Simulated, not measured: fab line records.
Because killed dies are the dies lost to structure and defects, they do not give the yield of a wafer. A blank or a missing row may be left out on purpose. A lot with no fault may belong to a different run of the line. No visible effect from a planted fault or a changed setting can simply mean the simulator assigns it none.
Chamber matching    flow sfq line    SFQ_TRILAYER_I2_CMP_CMP_064 on cmp-02 has 4 sister chambers
The step polishes SiO2. 4 wafers are shown with their chamber, then 8 later ones without.

== EACH WAFER AND ITS CHAMBER ==
wafer   chamber  motor current A (A)
L480.1  0        8.6
L483.4  1        10.2
L483.5  2        11.3
L484.3  3        10.6

== WAFERS WHOSE CHAMBER IS MISSING ==
wafer   motor current A (A)
L484.2  10.4
L484.5  8.5
L485.4  11.6
L485.2  10.4
L485.6  11.2
L486.1  10.8
L486.3  8.6
L486.5  10.6

== WHICH CHAMBER EACH ONE RAN IN ==
wafer    from the rows above       in truth
L484.2   can't be placed: 3 or 1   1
L484.5   0                         0
L485.4   2                         2
L485.2   can't be placed: 3 or 1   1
L485.6   2                         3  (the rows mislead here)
L486.1   can't be placed: 3 or 2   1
L486.3   0                         0
L486.5   3                         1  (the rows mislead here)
Placed correctly: 3 of 8. These rows do not allow placing 3 (true chamber among the candidates in 2). Number placed wrongly: 2.
How it was worked out, from the rows above alone: a wafer's distance from a chamber is the root of the sum, over the readings, of the square of ((its reading less the chamber's mean) divided by the reading's scatter). If the next closest chamber is less than 2 further off than the closest, the wafer can't be placed; otherwise it belongs to the closest. The mean given for a chamber averages the wafers shown for that chamber. The scatter: with one shown wafer a chamber, the root of the mean of the squares of how far each hidden wafer lies from its nearest shown one.
